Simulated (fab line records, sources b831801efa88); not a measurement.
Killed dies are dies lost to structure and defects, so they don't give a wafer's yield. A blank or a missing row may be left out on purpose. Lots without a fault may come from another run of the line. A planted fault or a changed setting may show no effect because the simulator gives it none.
A struck lot beside a sound one | flow sky130 | 15 steps out of a route of 708
Sound: wafers L987.3, L987.5, L987.6. Struck: wafers L999.2, L999.3, L999.4. The cause comes at the end.
At each step with rows: each side's tool, then ch and its chambers, then its first start. Under that, the readings that differ: sound wafers | struck wafers | difference of the means | sigmas: that difference in standard deviations of wafers without a fault.
alike: readings whose means differ by less than 2 such deviations, and words and numbers that are the same on both sides. not compared: withheld readings, readings that some wafer has no value for, bounds like >300 that may hide the same value, and numbers for which the record gives no deviation and whose values overlap.
The two part at a step that has a row with sigmas, a row that says differs or no value, or rows on one side only. Numbers that don't overlap but have no deviation are shown without sigmas and don't part them. A reading that every wafer of one side lacks parts them only if that side has two wafers or more.

SKY_SPACER_ETCHBACK_02: etches Si3N4 in CH3F/O2, stops on SiO2, time 46.7 s, target depth 45 nm.
  sound on rie_diel-02 ch 1,2, day 24 01:41; struck on rie_diel-04 ch 1,2,3, day 29 05:23
  alike: drypump_motor_current_A, oes_product_au, rf_fwd_power_W, throttle_valve_pct
  not compared: rf_hours_counter_h
then, 8 steps without rows for these wafers: SKY_POLY_CUT_DEHYDRATE_00 (time 60 s); SKY_POLY_CUT_HMDS_01 (prime time 60 s); SKY_POLY_CUT_COAT_02 (resist thk 60 nm); SKY_POLY_CUT_COAT_03 (resist thk 450 nm); SKY_POLY_CUT_SOFTBAKE_04 (time 90 s); SKY_POLY_CUT_EXPOSE_05 (exposes mask NPCM, target cd 270 nm); SKY_POLY_CUT_PEB_06; SKY_POLY_CUT_DEVELOP_07 (develop time 60 s).
SKY_POLY_CUT_CD_MEAS_08: target cd 270 nm.
  sound on cd_sem-01, day 25 07:56; struck on cd_sem-02, day 30 08:51
  reading    | sound             | struck            | difference | sigmas
  cd_nm (nm) | 271.3 271.1 270.9 | 266.8 266.5 267.4 | -4.2       | -3
SKY_POLY_CUT_OVL_MEAS_09:
  sound on overlay-01, day 25 08:02; struck on overlay-01, day 30 08:58
  alike: POLY_CUT_OVL
SKY_POLY_CUT_ETCH_10: etches BARC in N2/H2, stops on SiO2, time 45.9 s, target depth 60 nm.
  sound on rie_diel-01 ch 2,3, day 25 08:04; struck on rie_diel-03 ch 0,1,2, day 30 08:59
  reading                     | sound             | struck            | difference | sigmas
  drypump_motor_current_A (A) | 6.1 6.1 6.7       | 5.0 5.3 5.8       | -0.9       | -2
  rf_fwd_power_W (W)          | 499.4 497.9 495.4 | 492.8 493.3 494.2 | -4.1       | -2
  alike: bias_w, chamber_pressure_mTorr, n2_flow_sccm, oes_product_au, throttle_valve_pct
  not compared: rf_hours_counter_h
SKY_POLY_CUT_ETCH_11: etches Si3N4 in CF4/CH2F2/Ar, stops on poly-Si, time 42.5 s, target depth 60 nm.
  sound on rie_diel-01 ch 2,3, day 25 08:06; struck on rie_diel-03 ch 0,1,2, day 30 09:02
  no value came back on the struck wafers for any of 6 readings (bias_w (W), cf4_flow_sccm (sccm) and others); on the sound wafers bias_w (W) reads 150.1 149.6 149.7
  not compared: rf_hours_counter_h
SKY_POLY_CUT_STRIP_12: strips in O2/N2.
  sound on plasma_asher-03 ch 0,1, day 25 08:10; struck on plasma_asher-03 ch 0,1, day 30 09:04
  reading               | sound             | struck            | difference | sigmas
  oes_product_au (a.u.) | 0.449 0.449 0.447 | 0.452 0.463 0.460 | +0.010     | +2
  alike: drypump_motor_current_A, n2_flow_sccm, strip_time_to_endpoint_s
  not compared: rf_hours_counter_h
-- the record jumps here: 19 days lie between the struck wafers' starts before and after (it left off in module POLY_CUT and takes up again in module PAD_OPEN, whose first step shown is number 708 of the route) --
SKY_PAD_OPEN_PROBE_99:
  the record has rows for the struck wafers here (prober-01, day 49 15:55) and none for the sound ones

WHERE THEY PART
First at SKY_POLY_CUT_CD_MEAS_08; last, within this record, at SKY_PAD_OPEN_PROBE_99.

WHY: what the simulator had put in
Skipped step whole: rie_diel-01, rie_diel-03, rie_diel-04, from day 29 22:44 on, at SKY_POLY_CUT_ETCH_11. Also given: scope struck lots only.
